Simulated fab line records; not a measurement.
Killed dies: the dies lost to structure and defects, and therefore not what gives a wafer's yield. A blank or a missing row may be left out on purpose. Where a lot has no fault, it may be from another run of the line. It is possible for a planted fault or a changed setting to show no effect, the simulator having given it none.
Struck lot and sound lot, side by side    flow gf180mcu    16 steps out of a route of 602
Sound: the wafers L961.1, L961.5, L961.6. Struck: wafer L967.5 (L967.2, L967.4, from the same lot, were not struck and are left out); the cause is given at the end.
At each step with rows: each side's tool, then ch and its chambers, then its first start. Under that, the readings that differ: sound wafers    struck wafers    difference of the means    sigmas: that difference in standard deviations of wafers without a fault.
alike: readings whose means differ by less than 2 such deviations, and words and numbers that are the same on both sides. not compared: withheld readings, readings that some wafer has no value for, bounds like >300 that may hide the same value, and numbers for which the record gives no deviation and whose values overlap.
A row with sigmas, a row that says differs or no value, or rows on one side alone: a step with any of these is where the two part. When numbers do not overlap yet have no deviation, they are printed without sigmas and do not part them. A reading missing from all wafers of one side parts the sides only when that side holds two or more wafers.

GF_STI_THK_MEAS_02:
  sound on film metro-03 at day 2 12:31; struck on film metro-04 at day 3 22:50
  alike: STI_OXIDATION_THK
then, 1 step without rows for these wafers: GF_STI_CVD_03 (deposits Si3N4 from DCS/NH3, target thk 207.16 nm, time 3551 s).
GF_STI_THK_MEAS_04:
  sound on film metro-01 at day 2 14:34; struck on film metro-04 at day 4 00:53
  alike: STI_CVD_03_THK
then, 7 steps without rows for these wafers: GF_STI_DEHYDRATE_05 (time 60 s); GF_STI_HMDS_06 (prime time 60 s); GF_STI_COAT_07 (resist thk 700 nm); GF_STI_SOFTBAKE_08 (time 60 s); GF_STI_EXPOSE_09 (exposes mask COMP, target cd 220 nm); GF_STI_PEB_10 (peb time 90 s); GF_STI_DEVELOP_11 (develop time 60 s).
GF_STI_CD_MEAS_12: target cd 220 nm.
  sound on cd sem-02 at day 3 02:06; struck on cd sem-01 at day 4 14:11
  alike: cd nm
GF_STI_ETCH_13: etches the open film in CHF3/O2, stops on Si, target depth 282.31 nm, time 112.9 s.
  sound on rie diel-04 ch 0,1,2, day 3 02:13; struck on rie diel-04 ch 1, day 4 14:17
  alike: chf3 flow sccm, drypump motor current A, oes product au, run length s, throttle valve pct
  not compared: rf hours counter h
GF_STI_ETCH_14: etches Si in HBr/Cl2/O2, target depth 360 nm, time 102.9 s.
  sound on rie si-02 ch 0,3, day 3 02:18; struck on rie si-02 ch 1, day 4 14:22
reading                               sound              struck  difference  sigmas
run length s (s)                      131.2 131.0 132.0  102.7   -28.7       -57
model.STI.feature depth nm (nm)       354.9 349.5 361.9  263.5   -91.9       
model.etch.depth nm (nm)              354.9 349.5 361.9  263.5   -91.9       
model.KrF_of_STI_COAT_07.thk nm (nm)  323.3 328.6 323.9  357.2   +31.9       
  alike: drypump motor current A, oes product au, throttle valve pct
  not compared: rf hours counter h
GF_STI_STRIP_15: strips in O2/N2.
  sound on plasma asher-03 ch 0,1, day 3 02:22; struck on plasma asher-03 ch 0, day 4 14:26
reading                       sound              struck  difference  sigmas
oes product au (a.u.)         0.387 0.380 0.383  0.393   +0.010      +2
strip time to endpoint s (s)  3.76 3.81 3.78     4.15    +0.37       +8
  alike: drypump motor current A, heater power w, platen temp c
  not compared: rf hours counter h
then, 1 step without rows for these wafers: GF_STI_CLEAN_16 (cleans in dHF, time 25 s).
-- the record jumps here: 28 days lie between the struck wafers' starts before and after (it left off in module STI and takes up again in module PASSIVATION, whose first step shown is number 602 of the route) --
GF_PASSIVATION_PROBE_99:
  sound on prober-01 at day 30 10:05; struck on prober-02 at day 32 06:17
reading                                  sound                         struck     difference  sigmas
model.etest.pwell in dnwell.line ohm um  3987 3946 4065                3246       -753        
model.etest.ldpmos_10p0.r on ohm um      1.12e+04 1.106e+04 1.108e+04  1.034e+04  -7.733e+02  
model.etest.pwell in dnwell.rs ohm sq    2405 2336 2447                1967       -429        
model.etest.p drift.rs ohm sq            2328 2325 2397                1957       -393        
model.etest.ldnmos_10p0.r on ohm um      3717 3708 3732                3345       -374        
model.etest.n drift.rs ohm sq            1177 1163 1205                912.8      -268.9      
model.etest.nwell.line ohm um            1141 1146 1158                989        -159        
model.etest.nwell.rs ohm sq              976.9 972.2 1005              859.8      -124.9      

## WHERE THEY PART
Last at GF_STI_STRIP_15 as far as this record goes, first at GF_STI_ETCH_14.

WHY: whatever the simulator had introduced
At GF_STI_ETCH_14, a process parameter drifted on rie si-02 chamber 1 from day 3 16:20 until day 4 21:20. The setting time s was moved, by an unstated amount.
